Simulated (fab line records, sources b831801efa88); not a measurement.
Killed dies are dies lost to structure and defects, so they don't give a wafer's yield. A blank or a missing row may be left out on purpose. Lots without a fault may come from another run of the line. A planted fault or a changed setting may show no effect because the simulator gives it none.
fab line records | flow gf180mcu
record lots=24 wafers=72 last_day=34
route steps=602 shown V3@451 V4@481 M5@535 TOP_METAL@569
lots that met no fault: from a run of the same line without faults
start_h: hours from the record's first day to the start of the lot's first wafer shown | wait_h: hours since the lot's step before | " the same as in the row above | L1.1+2: a row that stands for several wafers | - no value, or no start given | * or withheld: withheld | < > ~ a bound
route shown NAME@n: a module of which the file shows steps, and the number in the route of the first | usual: mean/standard deviation of fault-free wafers | same: alike in all rows | chamber/n: place in a boat | sites: the reading at each site | _std_site: their standard deviation | _edge_site: outer sites' mean less inner sites' | radius_mm: how far each site lies from the wafer's centre | mask NAME#n: copy n | behind: the tool/chamber that last shaped the wafer | hold: why the lot was held/for how many hours/how that ended | device: the transistor (n, p or np) that didn't switch | end of line: the same wafers' tests at the end of the route | a step without rows: its recipe alone | killed: dies lost to structure and defects at the first sort, not the wafer's yield | map: a wafer's dies, x killed, . not, _ none there
set.NAME: the setting as run; set.NAME@STEP: as run at that earlier step | model.NAME: the simulator's own value behind a step, which no gauge read
steps of the route over a sample of lots; a table a step, a row a wafer
services: from which hour (start_h, from the record's first day; less than 0 if before it) a tool's chamber was out of use, for how many hours, and why
## steps
# step GF_V3_SPUTTER_22
# recipe material=TiN target_thk_nm=10 chamber_pressure_pa=5 power_w=4000 time_s=40
# usual throttle_valve_pct=30.3/1
# columns lot.wafer tool chamber start_h wait_h throttle_valve_pct
L074.1 pvd_sputter-01 - 512.79 0.0 30.9
L074.2 " - " " 31.2
L074.6 " - " " 31.0
L075.4 pvd_sputter-04 - 517.29 0.0 31.8
L075.5 " - " " 30.8
L075.6 " - " " 29.8
L076.1 pvd_sputter-04 - 532.09 0.0 30.6
L076.2 " - " " 29.9
L076.5 " - " " 31.0
L077.1 pvd_sputter-01 - 543.11 0.0 31.2
L077.4 " - " " 31.2
L077.6 " - " " 31.3
L078.2 pvd_sputter-02 - 546.95 0.0 30.8
L078.5 " - " " 30.8
L078.6 " - " " 30.2
L079.2 pvd_sputter-01 - 557.54 0.0 31.3
L079.3 " - " " 30.9
L079.5 " - " " 31.2
L080.2 pvd_sputter-04 - 567.45 0.0 31.8
L080.4 " - " " 30.6
L080.5 " - " " 31.8
L081.3 pvd_sputter-01 - 575.06 0.0 31.1
L081.4 " - " " 28.6
L081.5 " - " " 31.1
L082.1 pvd_sputter-04 - 586.63 0.0 30.7
L082.3 " - " " 31.8
L082.4 " - " " 30.7
L083.3 pvd_sputter-02 - 597.23 0.0 30.4
L083.4 " - " " 30.6
L083.6 " - " " 30.2
L085.4 pvd_sputter-02 - 610.50 0.0 30.4
L085.5 " - " " 29.4
L085.6 " - " " 30.9
L084.2 pvd_sputter-02 - 612.48 0.0 29.3
L084.5 " - " " 30.9
L084.6 " - " " 30.5
L086.2 pvd_sputter-04 - 617.50 0.0 31.1
L086.3 " - " " 31.7
L086.4 " - " " 30.6
L087.1 pvd_sputter-02 - 622.66 0.0 30.4
L087.2 " - " " 28.9
L087.6 " - " " 30.6
L088.2 pvd_sputter-04 - 634.75 0.0 29.8
L088.3 " - " " 31.0
L088.6 " - " " 31.1
L089.2 pvd_sputter-04 - 648.14 0.0 30.0
L089.3 " - " " 31.5
L089.6 " - " " 31.6
L090.1 pvd_sputter-02 - 652.21 0.0 30.4
L090.2 " - " " 30.0
L090.3 " - " " 29.3
L091.2 pvd_sputter-02 - 657.89 0.0 29.3
L091.5 " - " " 30.6
L091.6 " - " " 30.1
L092.1 pvd_sputter-04 - 660.86 0.0 31.6
L092.2 " - " " 29.7
L092.4 " - " " 31.2
L093.1 pvd_sputter-01 - 668.29 0.0 31.2
L093.3 " - " " 31.3
L093.5 " - " " 31.3
L094.1 pvd_sputter-01 - 672.89 0.0 28.3
L094.2 " - " " 31.6
L094.3 " - " " 31.2
L095.1 pvd_sputter-01 - 682.93 0.0 31.1
L095.2 " - " " 28.4
L095.6 " - " " 28.7
L096.2 pvd_sputter-04 - 684.55 0.0 30.7
L096.4 " - " " 29.7
L096.5 " - " " 29.6
L097.1 pvd_sputter-04 - 688.80 0.0 31.7
L097.4 " - " " 29.9
L097.5 " - " " 30.9
# step GF_V3_THK_MEAS_25
# recipe thk_meas_gauge=xrf reads=W_of_V3_CVD_23
# usual V3_W_THK=328/4.2
# columns lot.wafer tool chamber start_h wait_h V3_W_THK[nm]
L074.1 film_metro-01 - 513.06 0.1 320
L074.2 " - " " 330
L074.6 " - " " 328
L075.4 film_metro-01 - 517.59 0.1 324
L075.5 " - " " 318
L075.6 " - " " 330
L076.1 film_metro-01 - 532.36 0.1 327
L076.2 " - " " 328
L076.5 " - " " 332
L077.1 film_metro-01 - 543.38 0.1 326
L077.4 " - " " 332
L077.6 " - " " 331
L078.2 film_metro-01 - 547.23 0.1 327
L078.5 " - " " 331
L078.6 " - " " 328
L079.2 film_metro-01 - 557.82 0.1 332
L079.3 " - " " 325
L079.5 " - " " 332
L080.2 film_metro-01 - 567.73 0.1 335
L080.4 " - " " 328
L080.5 " - " " 331
L081.3 film_metro-01 - 575.36 0.1 330
L081.4 " - " " 330
L081.5 " - " " 337
L082.1 film_metro-01 - 586.90 0.1 329
L082.3 " - " " 327
L082.4 " - " " 327
L083.3 film_metro-04 - 597.52 0.1 319
L083.4 " - " " 323
L083.6 " - " " 324
L085.4 film_metro-04 - 610.80 0.1 328
L085.5 " - " " 328
L085.6 " - " " 331
L084.2 film_metro-01 - 612.76 0.1 325
L084.5 " - " " 320
L084.6 " - " " 329
L086.2 film_metro-02 - 617.78 0.1 326
L086.3 " - " " 327
L086.4 " - " " 330
L087.1 film_metro-04 - 622.93 0.1 321
L087.2 " - " " 333
L087.6 " - " " 329
L088.2 film_metro-02 - 635.03 0.1 322
L088.3 " - " " 325
L088.6 " - " " 323
L089.2 film_metro-02 - 648.42 0.1 330
L089.3 " - " " 331
L089.6 " - " " 329
L090.1 film_metro-01 - 652.48 0.1 327
L090.2 " - " " 331
L090.3 " - " " 330
L091.2 film_metro-01 - 658.17 0.1 331
L091.5 " - " " 324
L091.6 " - " " 335
L092.1 film_metro-02 - 661.13 0.1 323
L092.2 " - " " 318
L092.4 " - " " 320
L093.1 film_metro-04 - 668.56 0.1 338
L093.3 " - " " 334
L093.5 " - " " 334
L094.1 film_metro-01 - 673.16 0.1 327
L094.2 " - " " 328
L094.3 " - " " 330
L095.1 film_metro-01 - 683.20 0.1 323
L095.2 " - " " 328
L095.6 " - " " 328
L096.2 film_metro-02 - 684.83 0.1 327
L096.4 " - " " 322
L096.5 " - " " 322
L097.1 film_metro-02 - 689.07 0.1 323
L097.4 " - " " 324
L097.5 " - " " 323
# step GF_V4_BOW_MEAS_05
# recipe mode=bow
# usual V4_BOW=136/9.7
# columns lot.wafer tool chamber start_h wait_h V4_BOW[um]
L074.1 film_metro-03 - 537.76 0.1 130
L074.2 " - " " 124
L074.6 " - " " 122
L075.4 film_metro-03 - 542.68 0.3 119
L075.5 " - " " 126
L075.6 " - " " 130
L076.1 film_metro-04 - 556.41 0.2 124
L076.2 " - " " 133
L076.5 " - " " 128
L077.1 film_metro-04 - 568.38 0.1 133
L077.4 " - " " 138
L077.6 " - " " 132
L078.2 film_metro-04 - 571.11 0.2 135
L078.5 " - " " 143
L078.6 " - " " 144
L079.2 film_metro-03 - 582.09 0.1 135
L079.3 " - " " 130
L079.5 " - " " 136
L080.2 film_metro-02 - 591.44 0.2 138
L080.4 " - " " 146
L080.5 " - " " 136
L081.3 film_metro-02 - 599.01 0.2 139
L081.4 " - " " 142
L081.5 " - " " 142
L082.1 film_metro-04 - 610.18 0.2 124
L082.3 " - " " 129
L082.4 " - " " 135
L083.3 film_metro-04 - 620.73 0.2 126
L083.4 " - " " 144
L083.6 " - " " 138
L085.4 film_metro-02 - 632.59 0.3 146
L085.5 " - " " 132
L085.6 " - " " 135
L084.2 film_metro-04 - 634.55 0.3 130
L084.5 " - " " 121
L084.6 " - " " 119
L086.2 film_metro-04 - 639.12 0.3 131
L086.3 " - " " 128
L086.4 " - " " 137
L087.1 film_metro-04 - 645.68 0.1 145
L087.2 " - " " 134
L087.6 " - " " 139
L088.2 film_metro-03 - 656.77 0.2 139
L088.3 " - " " 134
L088.6 " - " " 153
L089.2 film_metro-03 - 669.57 0.2 125
L089.3 " - " " 141
L089.6 " - " " 130
L090.1 film_metro-03 - 674.66 0.1 149
L090.2 " - " " 142
L090.3 " - " " 159
L091.2 film_metro-03 - 679.12 0.2 135
L091.5 " - " " 142
L091.6 " - " " 129
L092.1 film_metro-04 - 682.51 0.1 132
L092.2 " - " " 140
L092.4 " - " " 121
L093.1 film_metro-04 - 688.41 0.1 133
L093.3 " - " " 136
L093.5 " - " " 156
L094.1 film_metro-02 - 694.32 0.1 139
L094.2 " - " " 144
L094.3 " - " " 136
L095.1 film_metro-03 - 703.95 0.2 139
L095.2 " - " " 154
L095.6 " - " " 153
L096.2 film_metro-04 - 705.64 0.2 135
L096.4 " - " " 138
L096.5 " - " " 153
L097.1 film_metro-03 - 709.90 0.2 144
L097.4 " - " " 140
L097.5 " - " " 144
# step GF_V4_RS_MEAS_24
# recipe thk_meas_gauge=four-point-probe reads=W_of_V4_CVD_23+TiN_of_V4_SPUTTER_22+Ti_of_V4_SPUTTER_21
# usual V4_W_RS=0.331/0.0042
# columns lot.wafer tool chamber start_h wait_h V4_W_RS[ohm/sq]
L074.1 film_metro-02 - 561.79 0.1 0.332
L074.2 " - " " 0.335
L074.6 " - " " 0.334
L075.4 film_metro-02 - 566.10 0.1 0.325
L075.5 " - " " 0.326
L075.6 " - " " 0.331
L076.1 film_metro-02 - 579.06 0.1 0.333
L076.2 " - " " 0.323
L076.5 " - " " 0.333
L077.1 film_metro-04 - 591.42 0.1 0.325
L077.4 " - " " 0.331
L077.6 " - " " 0.330
L078.2 film_metro-02 - 593.61 0.1 0.326
L078.5 " - " " 0.324
L078.6 " - " " 0.329
L079.2 film_metro-04 - 604.69 0.1 0.334
L079.3 " - " " 0.330
L079.5 " - " " 0.328
L080.2 film_metro-03 - 613.72 0.1 0.325
L080.4 " - " " 0.332
L080.5 " - " " 0.329
L081.3 film_metro-03 - 621.45 0.1 0.332
L081.4 " - " " 0.335
L081.5 " - " " 0.336
L082.1 film_metro-02 - 631.09 0.1 0.330
L082.3 " - " " 0.332
L082.4 " - " " 0.332
L083.3 film_metro-04 - 641.52 0.1 0.338
L083.4 " - " " 0.326
L083.6 " - " " 0.332
L085.4 film_metro-02 - 652.75 0.1 0.327
L085.5 " - " " 0.336
L085.6 " - " " 0.329
L084.2 film_metro-02 - 655.54 0.1 0.331
L084.5 " - " " 0.337
L084.6 " - " " 0.330
L086.2 film_metro-03 - 660.05 0.1 0.334
L086.3 " - " " 0.329
L086.4 " - " " 0.333
L087.1 film_metro-03 - 666.87 0.1 0.334
L087.2 " - " " 0.332
L087.6 " - " " 0.337
L088.2 film_metro-03 - 677.31 0.1 0.329
L088.3 " - " " 0.329
L088.6 " - " " 0.326
L089.2 film_metro-04 - 690.02 0.1 0.327
L089.3 " - " " 0.333
L089.6 " - " " 0.335
L090.1 film_metro-02 - 695.02 0.1 0.335
L090.2 " - " " 0.330
L090.3 " - " " 0.332
L091.2 film_metro-03 - 698.09 0.1 0.334
L091.5 " - " " 0.334
L091.6 " - " " 0.328
L092.1 film_metro-04 - 701.34 0.1 0.332
L092.2 " - " " 0.336
L092.4 " - " " 0.329
L093.1 film_metro-02 - 708.02 0.1 0.324
L093.3 " - " " 0.326
L093.5 " - " " 0.327
L094.1 film_metro-04 - 713.68 0.1 0.334
L094.2 " - " " 0.324
L094.3 " - " " 0.332
L095.1 film_metro-04 - 723.08 0.1 0.328
L095.2 " - " " 0.331
L095.6 " - " " 0.334
L096.2 film_metro-03 - 724.41 0.1 0.332
L096.4 " - " " 0.332
L096.5 " - " " 0.331
L097.1 film_metro-02 - 728.80 0.1 0.330
L097.4 " - " " 0.333
L097.5 " - " " 0.329
# step GF_M5_ETCH_09
# recipe chemistry=CF4/O2 target=Si3N4 target_depth_nm=52 source_w=800 bias_w=150 pressure_mtorr=150 cf4_flow_sccm=80 O2_flow_sccm=10 time_s=11.6
# usual drypump_motor_current_A=5.8/0.32 oes_product_au=0.995/0.011 throttle_valve_pct=5.969/0.0086
# columns lot.wafer tool chamber start_h wait_h drypump_motor_current_A oes_product_au rf_hours_counter_h throttle_valve_pct
L074.1 rie_diel-02 3 606.37 0.0 5.5 0.992 42 5.964
L074.2 " 0 " " 5.3 1.000 55 5.960
L074.6 " 1 " " 5.2 0.992 - 5.967
L075.4 rie_diel-02 2 609.44 0.0 6.3 0.998 - 5.972
L075.5 " 0 " " 5.3 1.005 - 5.959
L075.6 " 3 " " 5.5 0.997 - 5.967
L076.1 rie_diel-04 2 622.67 0.0 6.3 0.996 3 5.948
L076.2 " 1 " " 6.0 0.987 38 5.969
L076.5 " 0 " " 5.7 0.996 - 5.979
L077.1 rie_diel-04 0 634.87 0.0 5.7 0.994 8 5.954
L077.4 " 1 " " 6.0 0.986 38 5.975
L077.6 " 1 " " 6.0 0.975 - 5.973
L078.2 rie_diel-04 3 636.50 0.0 5.7 0.992 22 5.960
L078.5 " 3 " " 5.7 0.985 - 5.967
L078.6 " 0 " " 5.7 1.004 - 5.955
L079.2 rie_diel-03 1 647.17 0.0 5.8 0.981 5 5.975
L079.3 " 2 " " 5.6 1.005 10 5.961
L079.5 " 0 " " 5.9 1.001 - 5.965
L080.2 rie_diel-04 1 655.17 0.0 6.0 0.995 38 5.967
L080.4 " 0 " " 5.7 0.995 8 5.974
L080.5 " 1 " " 6.0 0.990 - 5.956
L081.3 rie_diel-04 0 661.77 0.0 5.7 0.996 8 5.978
L081.4 " 1 " " 6.0 0.994 39 5.976
L081.5 " 3 " " 5.7 0.978 - 5.968
L082.1 rie_diel-04 3 671.67 0.0 5.7 0.990 23 5.977
L082.3 " 0 " " 5.7 1.001 9 5.958
L082.4 " 1 " " 6.0 0.993 39 5.976
L083.3 rie_diel-04 0 680.97 0.0 5.7 0.993 9 5.947
L083.4 " 1 " " 6.0 0.982 40 5.969
L083.6 " 3 " " 5.7 0.982 - 5.961
L085.4 rie_diel-03 3 692.64 0.0 5.4 1.006 6 5.959
L085.5 " 3 " " 5.5 1.021 - 5.973
L085.6 " 2 " " 5.6 1.016 - 5.961
L084.2 rie_diel-03 0 694.92 0.0 5.9 1.018 25 5.967
L084.5 " 2 " " 5.6 1.029 - 5.983
L084.6 " 3 " " 5.5 1.013 - 5.967
L086.2 rie_diel-03 2 699.52 0.0 5.6 1.014 11 5.958
L086.3 " 1 " " 5.8 0.980 6 5.977
L086.4 " 3 " " 5.5 0.997 6 5.976
L087.1 rie_diel-04 2 705.00 0.0 6.3 1.020 6 5.973
L087.2 " 0 " " 5.7 1.002 10 5.990
L087.6 " 1 " " 6.0 0.981 - 5.958
L088.2 rie_diel-02 3 716.00 0.0 5.5 0.987 47 5.975
L088.3 " 2 " " 6.3 0.996 12 5.964
L088.6 " 3 " " 5.5 0.992 - 5.984
L089.2 rie_diel-03 0 727.12 0.0 6.0 1.011 26 5.971
L089.3 " 3 " " 5.5 1.011 7 5.971
L089.6 " 1 " " 5.8 0.982 - 5.973
L090.1 rie_diel-04 0 732.07 0.0 5.7 1.004 10 5.977
L090.2 " 1 " " 6.0 0.983 41 5.966
L090.3 " 3 " " 5.7 0.983 25 5.968
L091.2 rie_diel-04 1 734.02 0.0 6.0 0.990 41 5.952
L091.5 " 1 " " 6.0 1.001 - 5.962
L091.6 " 0 " " 5.7 0.983 - 5.972
L092.1 rie_diel-04 3 738.07 0.0 5.7 0.987 25 5.970
L092.2 " 2 " " 6.3 0.999 7 5.965
L092.4 " 1 " " 6.0 0.986 41 5.981
L093.1 rie_diel-02 2 744.57 0.0 6.3 1.002 13 5.976
L093.3 " 1 " " 5.2 0.996 13 5.964
L093.5 " 1 " " 5.2 0.981 - 5.957
L094.1 rie_diel-02 3 749.32 0.0 5.5 1.011 48 5.982
L094.2 " 2 " " 6.3 0.998 13 5.954
L094.3 " 0 " " 5.3 0.993 1 5.963
L095.1 rie_diel-04 1 758.25 0.0 6.0 1.004 41 5.966
L095.2 " 3 " " 5.7 0.986 26 5.962
L095.6 " 3 " " 5.7 0.986 - 5.961
L096.2 rie_diel-03 1 758.60 0.0 5.8 0.973 10 5.976
L096.4 " 0 " " 5.9 1.007 - 5.972
L096.5 " 2 " " 5.6 1.007 - 5.969
L097.1 rie_diel-04 2 763.87 0.0 6.3 0.997 8 5.956
L097.4 " 1 " " 6.0 0.995 42 5.974
L097.5 " 2 " " 6.3 0.996 - 5.985
# step GF_TOP_METAL_SPUTTER_02
# recipe material=AlCu target_thk_nm=900 power_w=10600 chamber_pressure_pa=0.3 substrate_temp_c=250 gas=Ar time_s=47.82
# usual throttle_valve_pct=30.3/1
# columns lot.wafer tool chamber start_h wait_h throttle_valve_pct
L074.1 pvd_sputter-01 - 630.02 0.0 28.4
L074.2 " - " " 31.1
L074.6 " - " " 31.3
L075.4 pvd_sputter-02 - 632.46 0.0 29.2
L075.5 " - " " 30.7
L075.6 " - " " 30.3
L076.1 pvd_sputter-03 - 646.16 0.0 30.3
L076.2 " - " " 31.8
L076.5 " - " " 31.8
L077.1 pvd_sputter-01 - 658.36 0.0 28.2
L077.4 " - " " 31.1
L077.6 " - " " 28.7
L078.2 pvd_sputter-03 - 659.26 0.0 31.8
L078.5 " - " " 30.4
L078.6 " - " " 31.9
L079.2 pvd_sputter-03 - 669.38 0.0 30.9
L079.3 " - " " 30.3
L079.5 " - " " 31.0
L080.2 pvd_sputter-02 - 677.57 0.0 30.7
L080.4 " - " " 30.0
L080.5 " - " " 29.0
L081.3 pvd_sputter-01 - 683.69 0.0 31.2
L081.4 " - " " 28.2
L081.5 " - " " 28.7
L082.1 pvd_sputter-03 - 693.71 0.0 30.5
L082.3 " - " " 31.1
L082.4 " - " " 30.0
L083.3 pvd_sputter-01 - 701.64 0.0 28.3
L083.4 " - " " 31.0
L083.6 " - " " 31.2
L085.4 pvd_sputter-03 - 713.96 0.0 31.0
L085.5 " - " " 31.1
L085.6 " - " " 30.4
L084.2 pvd_sputter-01 - 715.84 0.0 28.4
L084.5 " - " " 31.4
L084.6 " - " " 28.8
L086.2 pvd_sputter-01 - 720.61 0.0 31.2
L086.3 " - " " 28.8
L086.4 " - " " 31.4
L087.1 pvd_sputter-01 - 725.86 0.0 28.6
L087.2 " - " " 28.4
L087.6 " - " " 28.5
L088.2 pvd_sputter-02 - 736.13 0.0 30.0
L088.3 " - " " 30.2
L088.6 " - " " 30.6
L089.2 pvd_sputter-01 - 747.46 0.0 28.7
L089.3 " - " " 30.9
L089.6 " - " " 28.5
L090.1 pvd_sputter-02 - 752.04 0.0 29.2
L090.2 " - " " 30.1
L090.3 " - " " 30.2
L091.2 pvd_sputter-03 - 754.53 0.0 30.3
L091.5 " - " " 31.6
L091.6 " - " " 30.3
L092.1 pvd_sputter-02 - 758.22 0.0 30.5
L092.2 " - " " 30.7
L092.4 " - " " 30.3
L093.1 pvd_sputter-03 - 765.61 0.0 30.2
L093.3 " - " " 30.9
L093.5 " - " " 30.5
L094.1 pvd_sputter-03 - 769.20 0.0 30.6
L094.2 " - " " 30.9
L094.3 " - " " 30.2
L095.1 pvd_sputter-03 - 777.41 0.0 30.4
L095.2 " - " " 31.5
L095.6 " - " " 30.3
L096.2 pvd_sputter-02 - 777.77 0.0 30.2
L096.4 " - " " 30.1
L096.5 " - " " 31.0
L097.1 pvd_sputter-03 - 782.32 0.0 31.3
L097.4 " - " " 30.3
L097.5 " - " " 31.7
## services
# columns tool chamber start_h hours kind
rie_diel-03 3 510.03 12.5 repair
rie_diel-02 0 535.37 1.3 repair
rie_diel-04 - 555.27 0.3 repair
rie_diel-04 0 557.11 4.0 repair
pvd_sputter-03 - 570.11 1.8 repair
pvd_sputter-03 - 572.90 6.7 repair
pvd_sputter-01 - 596.03 3.1 repair
rie_diel-03 2 606.47 3.7 repair
rie_diel-04 2 614.12 3.4 repair
rie_diel-03 - 638.16 1.7 repair
pvd_sputter-02 - 639.70 2.3 repair
pvd_sputter-01 - 653.47 1.0 repair
pvd_sputter-02 - 659.15 10.5 repair
rie_diel-03 2 663.24 8.8 repair
rie_diel-03 - 663.78 28.1 pm
pvd_sputter-04 - 669.10 1.0 repair
pvd_sputter-04 - 675.73 8.0 repair
pvd_sputter-03 - 699.58 7.9 repair
rie_diel-04 - 715.63 15.6 pm
pvd_sputter-01 - 727.95 6.9 repair
rie_diel-04 1 746.35 7.6 repair
rie_diel-03 - 750.10 0.7 repair
rie_diel-03 3 756.38 5.8 repair
pvd_sputter-01 - 762.72 3.3 repair
## key
fault none
